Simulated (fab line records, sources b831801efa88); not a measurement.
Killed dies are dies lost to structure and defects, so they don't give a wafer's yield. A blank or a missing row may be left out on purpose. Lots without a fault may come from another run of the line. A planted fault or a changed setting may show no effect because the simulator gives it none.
Problem report in the 8D (eight disciplines) form, filled by code | flow sky130 | the parts of the form that need people (team, actions taken, sign-off) are left out

1. THE PROBLEM
chamber_pressure_pa at SKY_METAL4_SPUTTER_02 reads a mean of 0.4385 Pa on 3 wafers of 2 lots; wafers without a fault read 0.3999 Pa with a standard deviation of 0.00077. That is +50 standard deviations from the usual mean.
The step: material AlCu, target thk 735 nm, time 39.1 s.
First seen on wafer L999.6, day 43 13:50, on pvd_sputter-02. The record holds 18 wafers of 6 lots with a number at this step. Rule for "out", or "out of limits": more than 4 standard deviations from the usual mean. The other wafers with a number count as sound.

2. WHAT IT IS AND WHAT IT IS NOT
question                    | is                     | is not
which readings at this step | chamber_pressure_pa    | cathode_dc_power_W, throttle_valve_pct
which lots                  | L104, L999             | L108, L109, L993, L997
which wafers of those lots  | L104.4, L104.6, L999.6 | L104.3, L999.2, L999.3
read on which tools         | pvd_sputter-02         | pvd_sputter-01, pvd_sputter-03
when                        | from day 43 13:50      | up to then (8 sound wafers); but 7 sound wafers of L104, L108, L109 came after

3. SUSPECTS, AND WHAT RULES EACH OUT
Counting: a tool at a process step up to the reading stays a suspect if it ran every lot that is out. Sound lots after the first of them don't rule it out here, since some wafers of a struck lot are sound.
- pvd_sputter-02 at SKY_METAL4_SPUTTER_02 (material AlCu, target thk 735 nm, time 39.1 s): kept. It ran every lot that is out, first L999 (day 43 13:50). Its own readings are out on those wafers: chamber_pressure_pa.
Left after counting: pvd_sputter-02 at SKY_METAL4_SPUTTER_02.

4. THE CAUSE (what the simulator had put in)
Process parameter drift: pvd_sputter-02, from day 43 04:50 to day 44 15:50, at SKY_METAL4_SPUTTER_02. Setting chamber_pressure_pa, moved by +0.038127, from 0.4. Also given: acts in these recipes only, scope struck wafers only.
Counting left only this tool.

5. THE CHAIN OF EFFECTS, in route order
Each row: a reading whose mean over the struck wafers that have a number lies more than 3 standard deviations from the usual. Only readings for which the record gives a usual standard deviation are gone through. hours: the time from each lot's start at the first step in this table that gives one to its start at this step, as a median over the lots. sigmas: the change in usual standard deviations.
hours | step                  | reading             | usual     | on struck wafers | change  | sigmas
0     | SKY_METAL4_SPUTTER_02 | chamber_pressure_pa | 0.3999 Pa | 0.4385           | +0.0386 | +50
The process steps in it:
- SKY_METAL4_SPUTTER_02: material AlCu, target thk 735 nm, time 39.1 s.
Later measuring or inspecting steps at which every struck wafer that the step has a row for has a number for every such reading, and none has moved that far: SKY_CAP2M_THK_MEAS_01, SKY_CAP2M_RS_MEAS_03, SKY_CAP2M_THK_MEAS_04, SKY_CAP2M_OVL_MEAS_12, SKY_METAL4_CD_MEAS_13.

6. WHAT WOULD HAVE CAUGHT IT SOONER
In this record the first reading out of limits was taken at day 43 13:50, 9 hours after the fault began at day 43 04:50.
